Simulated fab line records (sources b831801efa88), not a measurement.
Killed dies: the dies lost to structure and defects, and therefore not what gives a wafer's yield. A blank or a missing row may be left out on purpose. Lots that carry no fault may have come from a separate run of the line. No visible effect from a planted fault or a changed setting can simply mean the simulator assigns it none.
Matching of chambers || flow gf180mcu || 4 sister chambers for GF_V4_CMP_26 on cmp-02
The step polishes, stops on SiO2, t overpolish 15 s, target thk 0 nm. 30 wafers are shown with their chamber, then 12 later ones without.

== EACH WAFER AND ITS CHAMBER ==
{"wafer": "L074.2", "chamber": 2, "motor-current-A (A)": 10.7, "time-to-endpoint-s (s)": 88, "overpolish-run-s (s)": 14.995}
{"wafer": "L074.4", "chamber": 1, "motor-current-A (A)": 9.4, "time-to-endpoint-s (s)": 84, "overpolish-run-s (s)": 14.999}
{"wafer": "L074.6", "chamber": 3, "motor-current-A (A)": 12.3, "time-to-endpoint-s (s)": 82, "overpolish-run-s (s)": 14.996}
{"wafer": "L075.2", "chamber": 0, "motor-current-A (A)": 11.7, "time-to-endpoint-s (s)": 83, "overpolish-run-s (s)": 15.011}
{"wafer": "L075.3", "chamber": 1, "motor-current-A (A)": 9.4, "time-to-endpoint-s (s)": 83, "overpolish-run-s (s)": 14.997}
{"wafer": "L075.6", "chamber": 1, "motor-current-A (A)": 9.2, "time-to-endpoint-s (s)": 78, "overpolish-run-s (s)": 14.999}
{"wafer": "L077.1", "chamber": 0, "motor-current-A (A)": 12.1, "time-to-endpoint-s (s)": 82, "overpolish-run-s (s)": 14.993}
{"wafer": "L077.4", "chamber": 3, "motor-current-A (A)": 11.0, "time-to-endpoint-s (s)": 79, "overpolish-run-s (s)": 14.991}
{"wafer": "L077.6", "chamber": 1, "motor-current-A (A)": 10.2, "time-to-endpoint-s (s)": 84, "overpolish-run-s (s)": 15.002}
{"wafer": "L078.3", "chamber": 2, "motor-current-A (A)": 10.7, "time-to-endpoint-s (s)": 85, "overpolish-run-s (s)": 15.012}
{"wafer": "L078.4", "chamber": 0, "motor-current-A (A)": 11.5, "time-to-endpoint-s (s)": 86, "overpolish-run-s (s)": 14.982}
{"wafer": "L078.6", "chamber": 3, "motor-current-A (A)": 12.4, "time-to-endpoint-s (s)": 84, "overpolish-run-s (s)": 14.994}
{"wafer": "L081.2", "chamber": 0, "motor-current-A (A)": 11.8, "time-to-endpoint-s (s)": 81, "overpolish-run-s (s)": 15.007}
{"wafer": "L081.5", "chamber": 1, "motor-current-A (A)": 9.8, "time-to-endpoint-s (s)": 81, "overpolish-run-s (s)": 14.996}
{"wafer": "L081.6", "chamber": 0, "motor-current-A (A)": 12.1, "time-to-endpoint-s (s)": 83, "overpolish-run-s (s)": 15.006}
{"wafer": "L083.2", "chamber": 0, "motor-current-A (A)": 12.1, "time-to-endpoint-s (s)": 84, "overpolish-run-s (s)": 14.997}
{"wafer": "L083.3", "chamber": 1, "motor-current-A (A)": 9.4, "time-to-endpoint-s (s)": 79, "overpolish-run-s (s)": 14.990}
{"wafer": "L083.4", "chamber": 3, "motor-current-A (A)": 11.7, "time-to-endpoint-s (s)": 77, "overpolish-run-s (s)": 15.009}
{"wafer": "L084.1", "chamber": 3, "motor-current-A (A)": 11.6, "time-to-endpoint-s (s)": 81, "overpolish-run-s (s)": 15.012}
{"wafer": "L084.3", "chamber": 0, "motor-current-A (A)": 11.9, "time-to-endpoint-s (s)": 83, "overpolish-run-s (s)": 15.017}
{"wafer": "L084.5", "chamber": 2, "motor-current-A (A)": 11.2, "time-to-endpoint-s (s)": 84, "overpolish-run-s (s)": 14.999}
{"wafer": "L085.1", "chamber": 3, "motor-current-A (A)": 13.0, "time-to-endpoint-s (s)": 84, "overpolish-run-s (s)": 15.000}
{"wafer": "L085.2", "chamber": 2, "motor-current-A (A)": 11.1, "time-to-endpoint-s (s)": 83, "overpolish-run-s (s)": 15.005}
{"wafer": "L085.5", "chamber": 3, "motor-current-A (A)": 11.8, "time-to-endpoint-s (s)": 81, "overpolish-run-s (s)": 15.006}
{"wafer": "L088.1", "chamber": 3, "motor-current-A (A)": 11.9, "time-to-endpoint-s (s)": 83, "overpolish-run-s (s)": 15.002}
{"wafer": "L088.4", "chamber": 1, "motor-current-A (A)": 9.8, "time-to-endpoint-s (s)": 86, "overpolish-run-s (s)": 15.001}
{"wafer": "L088.6", "chamber": 0, "motor-current-A (A)": 12.1, "time-to-endpoint-s (s)": 86, "overpolish-run-s (s)": 15.018}
{"wafer": "L090.2", "chamber": 3, "motor-current-A (A)": 12.2, "time-to-endpoint-s (s)": 85, "overpolish-run-s (s)": 14.989}
{"wafer": "L090.3", "chamber": 0, "motor-current-A (A)": 11.4, "time-to-endpoint-s (s)": 86, "overpolish-run-s (s)": 15.002}
{"wafer": "L090.5", "chamber": 0, "motor-current-A (A)": 12.0, "time-to-endpoint-s (s)": 88, "overpolish-run-s (s)": 15.005}

SIGNATURES (means of the wafers above)
{"reading": "motor-current-A", "chamber 0": 11.870, "chamber 1": 9.600, "chamber 2": 10.925, "chamber 3": 11.989, "scatter within a chamber": 0.399}
{"reading": "time-to-endpoint-s", "chamber 0": 84.20, "chamber 1": 82.14, "chamber 2": 85.00, "chamber 3": 81.78, "scatter within a chamber": 2.5}
{"reading": "overpolish-run-s", "chamber 0": 15.00380, "chamber 1": 14.99771, "chamber 2": 15.00275, "chamber 3": 14.99989, "scatter within a chamber": 0.00847}
Rule: a wafer lies at a distance from a chamber equal to the root of the sum of squares, over the readings, of (its reading less the chamber's mean, divided by the reading's scatter). The wafer belongs to the nearest chamber; if the next one is less than 2 further off, it can't be placed. The scatter: take each reading less its chamber's mean, square it, sum over the shown wafers, divide by the number of wafers less the number of chambers, and take the root.

== WAFERS WITH NO CHAMBER GIVEN ==
{"wafer": "L091.2", "motor-current-A (A)": 11.9, "time-to-endpoint-s (s)": 85, "overpolish-run-s (s)": 15.014}
{"wafer": "L091.4", "motor-current-A (A)": 9.8, "time-to-endpoint-s (s)": 85, "overpolish-run-s (s)": 15.005}
{"wafer": "L091.6", "motor-current-A (A)": 9.4, "time-to-endpoint-s (s)": 83, "overpolish-run-s (s)": 15.013}
{"wafer": "L093.3", "motor-current-A (A)": 10.2, "time-to-endpoint-s (s)": 83, "overpolish-run-s (s)": 15.001}
{"wafer": "L093.4", "motor-current-A (A)": 12.2, "time-to-endpoint-s (s)": 82, "overpolish-run-s (s)": 14.986}
{"wafer": "L093.6", "motor-current-A (A)": 11.2, "time-to-endpoint-s (s)": 85, "overpolish-run-s (s)": 15.001}
{"wafer": "L096.4", "motor-current-A (A)": 12.2, "time-to-endpoint-s (s)": 90, "overpolish-run-s (s)": 15.015}
{"wafer": "L096.5", "motor-current-A (A)": 9.5, "time-to-endpoint-s (s)": 88, "overpolish-run-s (s)": 15.013}
{"wafer": "L096.6", "motor-current-A (A)": 12.0, "time-to-endpoint-s (s)": 88, "overpolish-run-s (s)": 15.005}
{"wafer": "L097.1", "motor-current-A (A)": 9.4, "time-to-endpoint-s (s)": 86, "overpolish-run-s (s)": 14.996}
{"wafer": "L097.3", "motor-current-A (A)": 11.8, "time-to-endpoint-s (s)": 85, "overpolish-run-s (s)": 15.008}
{"wafer": "L097.5", "motor-current-A (A)": 9.4, "time-to-endpoint-s (s)": 86, "overpolish-run-s (s)": 15.014}

== WHICH CHAMBER EACH ONE RAN IN ==
{"wafer": "L091.2", "from the rows above": "can't be placed: 0 or 3 or 2", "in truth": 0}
{"wafer": "L091.4", "from the rows above": "can't be placed: 1 or 2", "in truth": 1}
{"wafer": "L091.6", "from the rows above": 1, "in truth": 1}
{"wafer": "L093.3", "from the rows above": "can't be placed: 1 or 2", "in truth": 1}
{"wafer": "L093.4", "from the rows above": "can't be placed: 3 or 0", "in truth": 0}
{"wafer": "L093.6", "from the rows above": "can't be placed: 2 or 0 or 3", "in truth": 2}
{"wafer": "L096.4", "from the rows above": "can't be placed: 0 or 3 or 2", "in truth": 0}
{"wafer": "L096.5", "from the rows above": "can't be placed: 1 or 2", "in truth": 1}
{"wafer": "L096.6", "from the rows above": "can't be placed: 0 or 3 or 2", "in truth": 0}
{"wafer": "L097.1", "from the rows above": 1, "in truth": 1}
{"wafer": "L097.3", "from the rows above": "can't be placed: 0 or 3 or 2", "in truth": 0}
{"wafer": "L097.5", "from the rows above": "can't be placed: 1 or 2", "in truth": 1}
Correctly placed: 2 of 12. Unplaceable from these rows: 10, with the true chamber sitting among the candidates in 10. Number placed wrongly: 0.
